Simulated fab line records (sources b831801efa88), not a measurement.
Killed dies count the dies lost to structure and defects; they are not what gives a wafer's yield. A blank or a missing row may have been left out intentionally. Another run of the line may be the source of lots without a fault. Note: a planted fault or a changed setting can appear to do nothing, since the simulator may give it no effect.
Chamber matching + flow sfq_line + pecvd-01 running SFQ_TRILAYER_I2_DEP_PECVD_063: 3 sister chambers
The step deposits SiO2 from SiH4/N2O, time 111.11 s, target thk 500 nm. 14 wafers are shown with their chamber, then 7 later ones without.

WAFERS, EACH WITH ITS CHAMBER
| wafer  | chamber | throttle_valve_pct (%) | heater_power_w (W) |
|--------|---------|------------------------|--------------------|
| L100.1 | 2       | 23.8                   | 81                 |
| L100.4 | 0       | 24.1                   | 74                 |
| L100.5 | 2       | 24.4                   | 89                 |
| L103.1 | 0       | 23.7                   | 76                 |
| L103.3 | 1       | 22.5                   | 75                 |
| L103.4 | 1       | 22.7                   | 79                 |
| L106.1 | 1       | 22.5                   | 71                 |
| L106.4 | 1       | 22.3                   | 75                 |
| L106.5 | 2       | 24.0                   | 84                 |
| L109.2 | 0       | 24.0                   | 73                 |
| L109.4 | 0       | 24.1                   | 76                 |
| L109.6 | 2       | 24.2                   | 74                 |
| L111.1 | 1       | 22.7                   | 84                 |
| L111.3 | 0       | 23.9                   | 76                 |

SIGNATURES (averages over the wafers above)
| reading            | chamber 0 | chamber 1 | chamber 2 | scatter within a chamber |
|--------------------|-----------|-----------|-----------|--------------------------|
| throttle_valve_pct | 23.960    | 22.540    | 24.100    | 0.196                    |
| heater_power_w     | 75.00     | 76.80     | 82.00     | 4.5                      |
Rule: a wafer's distance from a chamber is the root of the sum, over the readings, of the square of ((its reading less the chamber's mean) divided by the reading's scatter). The wafer belongs to the nearest chamber; if the next one is less than 2 further off, it can't be placed. How the scatter is found: for the shown wafers, subtract from each reading the mean of its chamber, square and add these, divide the total by (wafers less chambers), then take the root.

WAFERS WITHOUT THEIR CHAMBER
| wafer  | throttle_valve_pct (%) | heater_power_w (W) |
|--------|------------------------|--------------------|
| L111.4 | 24.2                   | 82                 |
| L115.2 | 24.5                   | 85                 |
| L115.3 | 23.9                   | 70                 |
| L115.4 | 22.5                   | 82                 |
| L117.1 | 22.5                   | 77                 |
| L117.2 | 23.9                   | 76                 |
| L117.5 | 22.7                   | 82                 |

CHAMBER TAKEN BY EACH
| wafer  | from the rows above     | in truth |
|--------|-------------------------|----------|
| L111.4 | can't be placed: 2 or 0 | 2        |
| L115.2 | can't be placed: 2 or 0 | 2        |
| L115.3 | can't be placed: 0 or 2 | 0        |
| L115.4 | 1                       | 1        |
| L117.1 | 1                       | 1        |
| L117.2 | can't be placed: 0 or 2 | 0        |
| L117.5 | 1                       | 1        |
3 of 7 placed correctly. Can't be placed from these rows: 4 (the true chamber is among the candidates in 4). 0 placed wrongly.
